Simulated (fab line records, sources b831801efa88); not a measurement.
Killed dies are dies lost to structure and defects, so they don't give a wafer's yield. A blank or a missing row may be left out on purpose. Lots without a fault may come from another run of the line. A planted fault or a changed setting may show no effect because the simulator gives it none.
Chamber matching | flow gf180mcu | GF_V2_ETCH_16 on rie_diel-02: 4 sister chambers
The step etches BARC in N2/H2. 14 wafers are shown with their chamber, then 7 later ones without.

WAFERS WITH THEIR CHAMBER
wafer  | chamber | drypump_motor_current_A (A) | throttle_valve_pct (%) | oes_product_au (a.u.)
L830.1 | 0       | 5.4                         | 13.222                 | 0.855
L830.5 | 2       | 5.7                         | 13.224                 | 0.862
L830.6 | 1       | 6.0                         | 13.215                 | 0.854
L831.3 | 1       | 6.1                         | 13.213                 | 0.862
L831.5 | 3       | 5.5                         | 13.220                 | 0.853
L831.6 | 2       | 5.7                         | 13.224                 | 0.849
L835.2 | 0       | 5.4                         | 13.211                 | 0.856
L835.3 | 3       | 5.5                         | 13.226                 | 0.861
L835.4 | 1       | 6.1                         | 13.220                 | 0.858
L839.1 | 0       | 5.4                         | 13.212                 | 0.853
L839.2 | 3       | 5.5                         | 13.223                 | 0.854
L839.6 | 3       | 5.5                         | 13.232                 | 0.853
L848.2 | 0       | 5.4                         | 13.220                 | 0.857
L848.3 | 3       | 5.5                         | 13.237                 | 0.856

SIGNATURES (means of the wafers above)
reading                 | chamber 0 | chamber 1 | chamber 2 | chamber 3 | scatter within a chamber
drypump_motor_current_A | 5.400     | 6.067     | 5.700     | 5.500     | 0.0258
throttle_valve_pct      | 13.21625  | 13.21600  | 13.22400  | 13.22760  | 0.00555
oes_product_au          | 0.85525   | 0.85800   | 0.85550   | 0.85540   | 0.00413
Rule: a wafer's distance from a chamber is the root of the sum, over the readings, of the square of ((its reading less the chamber's mean) divided by the reading's scatter). The wafer belongs to the nearest chamber; if the next one is less than 2 further off, it can't be placed. The scatter: the root of (the sum of the squares of (reading less its chamber's mean) over the shown wafers, divided by (wafers less chambers)).

WAFERS WITHOUT THEIR CHAMBER
wafer  | drypump_motor_current_A (A) | throttle_valve_pct (%) | oes_product_au (a.u.)
L848.6 | 6.1                         | 13.231                 | 0.855
L849.3 | 5.5                         | 13.224                 | 0.865
L849.4 | 5.8                         | 13.246                 | 0.860
L849.5 | 5.5                         | 13.223                 | 0.850
L851.1 | 6.1                         | 13.235                 | 0.854
L851.3 | 5.4                         | 13.215                 | 0.854
L851.5 | 5.8                         | 13.216                 | 0.862

WHICH CHAMBER EACH WENT THROUGH
wafer  | from the rows above | in truth
L848.6 | 1                   | 1
L849.3 | 3                   | 3
L849.4 | 2                   | 2
L849.5 | 3                   | 3
L851.1 | 1                   | 1
L851.3 | 0                   | 0
L851.5 | 2                   | 2
Placed correctly: 7 of 7. Can't be placed from these rows: 0. Placed wrongly: 0.
